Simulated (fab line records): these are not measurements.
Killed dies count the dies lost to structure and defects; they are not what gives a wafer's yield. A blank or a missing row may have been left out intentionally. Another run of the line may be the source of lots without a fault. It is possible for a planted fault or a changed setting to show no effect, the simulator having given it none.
Check for tools in common :: flow sky130 :: 13 lots and 45 wafers in the sample

## WHAT PROMPTED THE OPENING
SKY_FIELD_ISO_THK_MEAS_25, reading FIELD_ISO_CVD_24_THK: flagged on 2 of 13 lots. Wafers without a fault read 597 nm, standard deviation 5.6.
Rule: flag the lot when none of its wafers has a number, or when each of its wafers that has one lies beyond 4 standard deviations from that mean. The other lots count as sound.

lot: L131
measured: day 2 06:24
on: film-metro-01
FIELD_ISO_CVD_24_THK (nm), wafer by wafer: 598 598 599
flag: 

lot: L132
measured: day 2 19:11
on: film-metro-03
FIELD_ISO_CVD_24_THK (nm), wafer by wafer: 593 597 607
flag: 

lot: L133
measured: day 2 19:14
on: film-metro-01
FIELD_ISO_CVD_24_THK (nm), wafer by wafer: 594 596 601
flag: 

lot: L134
measured: day 3 02:17
on: film-metro-04
FIELD_ISO_CVD_24_THK (nm), wafer by wafer: 603 603 605
flag: 

lot: L136
measured: day 3 10:30
on: film-metro-03
FIELD_ISO_CVD_24_THK (nm), wafer by wafer: 606 602 600
flag: 

lot: L138
measured: day 3 20:38
on: film-metro-03
FIELD_ISO_CVD_24_THK (nm), wafer by wafer: 589 594 586
flag: 

lot: L145
measured: day 5 10:22
on: film-metro-03
FIELD_ISO_CVD_24_THK (nm), wafer by wafer: 1044 1041 1039 1044 1043 1039
flag: FLAGGED

lot: L146
measured: day 5 15:43
on: film-metro-04
FIELD_ISO_CVD_24_THK (nm), wafer by wafer: 1038 1032 1034 1039 1032 1033
flag: FLAGGED

lot: L147
measured: day 5 19:49
on: film-metro-04
FIELD_ISO_CVD_24_THK (nm), wafer by wafer: 592 588 596
flag: 

lot: L149
measured: day 6 03:57
on: film-metro-04
FIELD_ISO_CVD_24_THK (nm), wafer by wafer: 598 597 588
flag: 

lot: L150
measured: day 6 11:08
on: film-metro-03
FIELD_ISO_CVD_24_THK (nm), wafer by wafer: 603 602 600
flag: 

lot: L153
measured: day 7 02:26
on: film-metro-01
FIELD_ISO_CVD_24_THK (nm), wafer by wafer: 600 595 609
flag: 

lot: L154
measured: day 7 06:22
on: film-metro-04
FIELD_ISO_CVD_24_THK (nm), wafer by wafer: 593 591 593
flag: 
The numbers of the flagged lots are 1038 nm on average: +441 nm against the usual, or +79 standard deviations.

## WHICH TOOL EACH LOT WENT THROUGH
The record keeps 1 process step preceding the reading, out of 708 steps on the route. Read each cell as the tool, then ch plus the chambers that the sampled wafers visited, then the start.
lot: L131
flag: 
SKY_FIELD_ISO_CVD_24: hdpcvd-01 ch 0,1,2, day 2 06:19

lot: L132
flag: 
SKY_FIELD_ISO_CVD_24: hdpcvd-02 ch 0,1,2, day 2 19:05

lot: L133
flag: 
SKY_FIELD_ISO_CVD_24: hdpcvd-01 ch 1,2, day 2 19:09

lot: L134
flag: 
SKY_FIELD_ISO_CVD_24: hdpcvd-01 ch 1,2, day 3 02:12

lot: L136
flag: 
SKY_FIELD_ISO_CVD_24: hdpcvd-02 ch 0,2, day 3 10:26

lot: L138
flag: 
SKY_FIELD_ISO_CVD_24: hdpcvd-01 ch 1,2, day 3 20:34

lot: L145
flag: FLAGGED
SKY_FIELD_ISO_CVD_24: hdpcvd-02 ch 0,1,2, day 5 10:18

lot: L146
flag: FLAGGED
SKY_FIELD_ISO_CVD_24: hdpcvd-02 ch 0,1, day 5 15:38

lot: L147
flag: 
SKY_FIELD_ISO_CVD_24: hdpcvd-01 ch 1,2, day 5 19:43

lot: L149
flag: 
SKY_FIELD_ISO_CVD_24: hdpcvd-01 ch 2, day 6 03:50

lot: L150
flag: 
SKY_FIELD_ISO_CVD_24: hdpcvd-01 ch 0,1,2, day 6 11:02

lot: L153
flag: 
SKY_FIELD_ISO_CVD_24: hdpcvd-01 ch 0,1, day 7 02:21

lot: L154
flag: 
SKY_FIELD_ISO_CVD_24: hdpcvd-01 ch 1,2, day 7 06:17
What these steps do:
- SKY_FIELD_ISO_CVD_24: deposits SiO2, target thk 595 nm, time 99.2 s.
- SKY_FIELD_ISO_THK_MEAS_25

## FLAGGED OVER TOTAL, TOOL BY TOOL (the gauges that took the reading come last)
step: SKY_FIELD_ISO_CVD_24
tool: hdpcvd-01
lots run: 9
flagged: 0
share of the flagged lots: none
sound lots run after its first flagged lot: -

step: SKY_FIELD_ISO_CVD_24
tool: hdpcvd-02
lots run: 4
flagged: 2
share of the flagged lots: all
sound lots run after its first flagged lot: 0

step: SKY_FIELD_ISO_THK_MEAS_25
tool: film-metro-01
lots run: 3
flagged: 0
share of the flagged lots: none
sound lots run after its first flagged lot: -

step: SKY_FIELD_ISO_THK_MEAS_25
tool: film-metro-03
lots run: 5
flagged: 1
share of the flagged lots: some
sound lots run after its first flagged lot: 1 (L150)

step: SKY_FIELD_ISO_THK_MEAS_25
tool: film-metro-04
lots run: 5
flagged: 1
share of the flagged lots: some
sound lots run after its first flagged lot: 3 (L147,L149,L154)

## WHAT THE TABLE ALLOWS
Rows of the table that ran each flagged lot: 1, that is hdpcvd-02 at SKY_FIELD_ISO_CVD_24.
- hdpcvd-02 at SKY_FIELD_ISO_CVD_24: 2 of its 4 lots flagged. A fault beginning between L136 (day 3 10:26), its last sound lot, and L145 (day 5 10:18), its first flagged one, fits the data.
What remains is a single tool, hdpcvd-02 at SKY_FIELD_ISO_CVD_24.

## WHAT HAD BEEN PUT IN BY THE SIMULATOR
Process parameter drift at SKY_FIELD_ISO_CVD_24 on hdpcvd-02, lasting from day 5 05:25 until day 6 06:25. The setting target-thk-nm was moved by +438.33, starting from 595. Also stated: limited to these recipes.
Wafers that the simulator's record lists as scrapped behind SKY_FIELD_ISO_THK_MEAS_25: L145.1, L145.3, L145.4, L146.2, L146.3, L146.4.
Struck lots among those shown: L145, L146. This agrees with what the rule above found.
